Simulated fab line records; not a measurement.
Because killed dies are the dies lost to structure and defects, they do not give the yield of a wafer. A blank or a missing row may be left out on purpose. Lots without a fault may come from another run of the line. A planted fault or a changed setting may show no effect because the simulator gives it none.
Problem report in the 8D (eight disciplines) form, filled by code / flow sky130 / the parts of the form that need people (team, actions taken, sign-off) are left out

== 1. THE ISSUE ==
Wafers without a fault read 0.853 a.u., standard deviation 0.0048; oesProductAu at SKY_FIELD_ISO_ETCH_14 reads a mean of 0.926 a.u. on 4 wafers belonging to 3 lots. Measured from the usual mean, that is +15 standard deviations.
The step: etches BARC in N2/H2, stops on SiO2, time 45.9 s, target depth 60 nm.
Earliest sighting: wafer L320.4 on rieDiel-04 at day 5 19:49. The record has a number at this step for 19 wafers belonging to 7 lots. Rule for "out" (also "out of limits"): further than 4 standard deviations from the usual mean. The other wafers with a number count as sound.

== 2. WHAT IT IS, WHAT IT ISN'T ==
question=which readings at this step | is=oesProductAu, runLengthS | is not=drypumpMotorCurrentA, throttleValvePct
question=which lots | is=L320, L321, L322 | is not=L304, L314, L325, L326
question=which wafers of those lots | is=L320.4, L321.4, L321.6, L322.4 | is not=L320.2, L320.3, L322.2
question=read on which tools | is=rieDiel-04 | is not=rieDiel-01, rieDiel-03
question=when | is=from day 5 19:49 | is not=up to then (8 sound wafers); but 7 sound wafers of L322, L325, L326 came after

== 3. THE SUSPECTS, EACH WITH WHAT RULES IT OUT ==
Counting: a tool at a process step up to the reading stays a suspect if it ran every lot that is out. Sound lots after the first of them don't rule it out here, since some wafers of a struck lot are sound.
- rieDiel-04 at SKY_FIELD_ISO_ETCH_14 (etches BARC in N2/H2, stops on SiO2, time 45.9 s, target depth 60 nm): kept. Ran every lot that is out, first one L320 (day 5 19:49); last sound lot up to then L304 (day 2 10:03). Its own oesProductAu, runLengthS readings are out on those wafers.
After counting, what remains is rieDiel-04 at SKY_FIELD_ISO_ETCH_14.

== 4. THE CAUSE (what the simulator had put in) ==
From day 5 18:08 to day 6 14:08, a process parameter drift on rieDiel-04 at SKY_FIELD_ISO_ETCH_14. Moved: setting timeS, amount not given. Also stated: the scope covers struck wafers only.
The count eliminated every tool but this one.

== 5. SEQUENCE OF EFFECTS, ordered by route ==
One row per reading whose mean, taken over the struck wafers that have a number, lies over 3 standard deviations from the usual. Readings are gone through only where the record gives a usual standard deviation; hours: the median, over the lots, of the time from a lot's start at the first step in this table giving one to that lot's start at this step; sigmas: the change measured in usual standard deviations.
hours=0; step=SKY_FIELD_ISO_ETCH_14; reading=oesProductAu; usual=0.853 a.u.; on struck wafers=0.926; change=+0.073; sigmas=+15
hours=0; step=SKY_FIELD_ISO_ETCH_14; reading=runLengthS; usual=74.1 s; on struck wafers=69.7; change=-4.4; sigmas=-12
Process steps it contains:
- SKY_FIELD_ISO_ETCH_14: etches BARC in N2/H2, stops on SiO2, time 45.9 s, target depth 60 nm.

== 6. HOW IT WOULD HAVE BEEN CAUGHT EARLIER ==
2 hours passed between the start of the fault at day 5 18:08 and the first reading out of limits in this record, taken at day 5 19:49.
